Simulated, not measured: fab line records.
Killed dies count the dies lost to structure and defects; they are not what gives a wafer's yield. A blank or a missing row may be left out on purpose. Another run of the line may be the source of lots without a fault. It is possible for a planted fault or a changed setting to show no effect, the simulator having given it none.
One fault through the eyes of 2 desks -- flow gf180mcu -- what lay behind the numbers comes last; until then each desk has only its own

TOOL OWNER'S DESK, implanter-04
The tool's own readings at GF_LVPWELL_IMPLANT_09: means of the sampled wafers that have a number, for each lot that ran on this tool. Marked OUT: a lot whose mean sits more than 4 standard deviations from the usual mean, which makes it out of limits; the brackets give that distance.
Columns: A = beam_on_s at GF_LVPWELL_IMPLANT_09, usual 10.02 s; B = dose_ions_cm2 at GF_LVPWELL_IMPLANT_09, usual 5e+12; C = faraday_current_uA at GF_LVPWELL_IMPLANT_09, usual 28.2
lot,first seen here,A,B,C
L468,day 5 01:16,9.85,5e+12,28.6
L469,day 5 05:51,10.07,5e+12,28.0
L471,day 5 19:03,10.13,6e+12 (+99 or more) OUT,33.2 (+8.8) OUT
L472,day 5 23:26,10.09,6e+12 (+99 or more) OUT,33.4 (+9.1) OUT
Finding of this desk: L471, L472 out of limits; the first was L471 at day 5 19:03, on dose_ions_cm2 at GF_LVPWELL_IMPLANT_09. Within limits: L468, L469.

THE METROLOGY DESK
What the gauges read for every lot (on any tool): the sampled wafers with a number, averaged. Marked OUT: a lot whose mean sits more than 4 standard deviations from the usual mean, which makes it out of limits; the brackets give that distance.
Columns: A = DNWELL_TW at GF_DNWELL_TW_MEAS_09, usual 1347; B = LVPWELL_RS at GF_VT_IMPLANT_RS_MEAS_48, usual 1197 ohm/sq; C = MVPSD_RS at GF_VT_IMPLANT_RS_MEAS_49, usual 1168.2 ohm/sq; D = POLY_GATE_OVL at GF_POLY_GATE_OVL_MEAS_11, usual 3 nm; E = cd_nm at GF_HV_LDD_CD_MEAS_46, usual 399.5 nm
lot,first seen here,A,B,C,D,E
L465,day 3 05:19,1336,1196,1165.5,5,398.8
L467,day 3 16:29,1378,1197,1166.1,0,398.8
L468,day 3 21:22,1367,1193,1167.4,5,397.0
L469,day 4 01:37,1346,1197,1166.3,5,400.2
L471,day 4 14:12,1345,1154 (-13) OUT,1169.1,8,397.9
L472,day 4 19:01,1341,1159 (-12) OUT,1167.9,4,403.3
L474,day 5 04:51,1376,1196,1170.6,1,398.2
L477,day 5 20:07,1332,1202,1164.7,9,398.1
L478,day 6 01:37,1337,1198,1170.6,3,398.0
L479,day 6 07:13,1346,1193,1164.2,1,399.2
L480,day 6 13:37,1361,1198,1172.8,5,400.0
L483,day 7 04:09,1348,1202,1166.5,-2,402.3
L484,day 7 09:52,1333,1197,1168.8,-0,401.0
Per this desk, out of limits: L471, L472; the first was L471, day 9 20:02 (LVPWELL_RS at GF_VT_IMPLANT_RS_MEAS_48). Within limits: L465, L467, L468, L469, L474, L477, L478, L479, L480, L483, L484.

TAKEN TOGETHER
On L471, L472, at day 5 19:03, an alarm was possible from the tool owner's desk.
On L471, L472, the metrology desk was in a position to raise an alarm at day 9 20:02.
Of the lots named, all ran GF_LVPWELL_IMPLANT_09 on implanter-04.

WHAT THE SIMULATOR HAD INSERTED
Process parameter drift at GF_LVPWELL_IMPLANT_09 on implanter-04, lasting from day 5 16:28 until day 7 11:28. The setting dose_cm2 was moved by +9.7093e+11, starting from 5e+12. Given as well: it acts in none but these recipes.
Lots struck among those shown: L471, L472.
Hours from the fault's start to each desk's first reading out of limits: the tool owner's desk, 3; the metrology desk, 100.
